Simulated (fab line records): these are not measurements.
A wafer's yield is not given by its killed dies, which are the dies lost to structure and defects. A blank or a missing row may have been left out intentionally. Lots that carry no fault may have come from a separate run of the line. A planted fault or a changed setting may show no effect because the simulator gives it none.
Struck lot and sound lot, side by side / flow sky130 / 16 out of 708 route steps
Sound: these wafers, L792.1, L792.4, L792.5. Wafers struck: L787.1, L787.2, L787.3. The cause is given at the end.
At each step with rows: each side's tool, then ch and its chambers, then its first start. Under that, the readings that differ: sound wafers / struck wafers / difference of the means / sigmas: that difference in standard deviations of wafers without a fault.
alike: same words and numbers on both sides, and readings whose means sit less than 2 such deviations apart. not compared: any withheld reading, any reading some wafer has no value for, any bound like >300 that may hide the same value, and any number with overlapping values for which the record gives no deviation.
A row with sigmas, a row that says differs or no value, or rows on one side alone: a step with any of these is where the two part. When numbers do not overlap yet have no deviation, they are printed without sigmas and do not part them. A reading that every wafer of one side lacks parts them only if that side has two wafers or more.

first, 5 steps without rows for these wafers: SKY_LI_CONTACT_COAT_07 (resist thk 450 nm); SKY_LI_CONTACT_SOFTBAKE_08 (time 90 s); SKY_LI_CONTACT_EXPOSE_09 (exposes mask LICM1, target cd 170 nm); SKY_LI_CONTACT_PEB_10; SKY_LI_CONTACT_DEVELOP_11 (develop time 60 s).
SKY_LI_CONTACT_CD_MEAS_12: target cd 170 nm.
  sound: cdSem-01 at day 33 01:34; struck: cdSem-02 at day 31 21:52
  alike: cdNm
SKY_LI_CONTACT_OVL_MEAS_13:
  sound: overlay-02 at day 33 01:41; struck: overlay-02 at day 31 21:59
  alike: LI_CONTACT_OVL
SKY_LI_CONTACT_ETCH_14: etches BARC in N2/H2, stops on SiO2, time 45.9 s, target depth 60 nm.
  sound on rieDiel-03 ch 0,1, day 33 01:43; struck on rieDiel-01 ch 0,1,2, day 31 22:01
  alike: drypumpMotorCurrentA, oesProductAu, rfFwdPowerW, throttleValvePct
  not compared: rfHoursCounterH
SKY_LI_CONTACT_ETCH_15: etches PSG in C4F8/O2/Ar, stops on Si, target depth 600 nm.
  sound on rieDiel-03 ch 0,1, day 33 01:46; struck on rieDiel-01 ch 0,1,2, day 31 22:04
  alike: oesProductAu, rfFwdPowerW
SKY_LI_CONTACT_STRIP_16: strips in O2/N2.
  sound on plasmaAsher-01 ch 0, day 33 01:50; struck on plasmaAsher-01 ch 0,1, day 31 22:08
  alike: drypumpMotorCurrentA, oesProductAu, stripTimeToEndpointS
  not compared: rfHoursCounterH
then, 2 steps without rows for these wafers: SKY_LI_CONTACT_CLEAN_17 (cleans in NMP, time 600 s); SKY_LI_CONTACT_PRE_CLEAN_18 (time 5.6 s).
SKY_LI_CONTACT_SPUTTER_19: material Ti, target thk 20 nm, time 106.37 s.
  sound: pvdSputter-04 at day 33 02:09; struck: pvdSputter-04 at day 31 22:26
  no value came back on the struck wafers for cathodeDcPowerW (W), chamberPressurePa (Pa), throttleValvePct (%); on the sound wafers cathodeDcPowerW (W) reads 2500.1 2500.2 2499.5
SKY_LI_CONTACT_SPUTTER_20: material TiN, target thk 20 nm, time 80 s.
  sound: pvdSputter-04 at day 33 02:14; struck: pvdSputter-04 at day 31 22:31
  alike: cathodeDcPowerW, chamberPressurePa, throttleValvePct
SKY_LI_CONTACT_CVD_21: deposits W, target thk 400 nm, time 120.56 s.
  sound on cvdW-02 ch 0,1, day 33 02:17; struck on cvdW-01 ch 0,1, day 31 22:35
  alike: heaterPowerW
-- a jump in the record: the struck wafers' starts before and after are 16 days apart (it breaks off in module LI_CONTACT and resumes in module PAD_OPEN, where the first step shown is number 708 of the route) --
SKY_PAD_OPEN_PROBE_99:
  sound: prober-01 at day 48 15:53; struck: prober-01 at day 47 20:47
reading=hold; sound=- - -; struck=awaitDispo/6.7h/scrap awaitDispo/6.7h/scrap awaitDispo/6.7h/scrap; difference=no value on the sound wafers; sigmas=
reading=killedAtContacts; sound=19 34 22; struck=427 442 429; difference=+408; sigmas=+69
reading=killedDies; sound=73 83 83; struck=492 492 492; difference=+412; sigmas=+43
reading=killedOnRim; sound=11 10 24; struck=96 96 96; difference=+81; sigmas=+22
  alike: killed_at_M0_to_M3, killed_at_M4_up, killedAtFrontEnd, killedAtOther, killedOpen, killedShort

## WHERE THEY PART
First at SKY_LI_CONTACT_SPUTTER_19; last, within this record, at SKY_PAD_OPEN_PROBE_99.

WHY: what had been put in by the simulator
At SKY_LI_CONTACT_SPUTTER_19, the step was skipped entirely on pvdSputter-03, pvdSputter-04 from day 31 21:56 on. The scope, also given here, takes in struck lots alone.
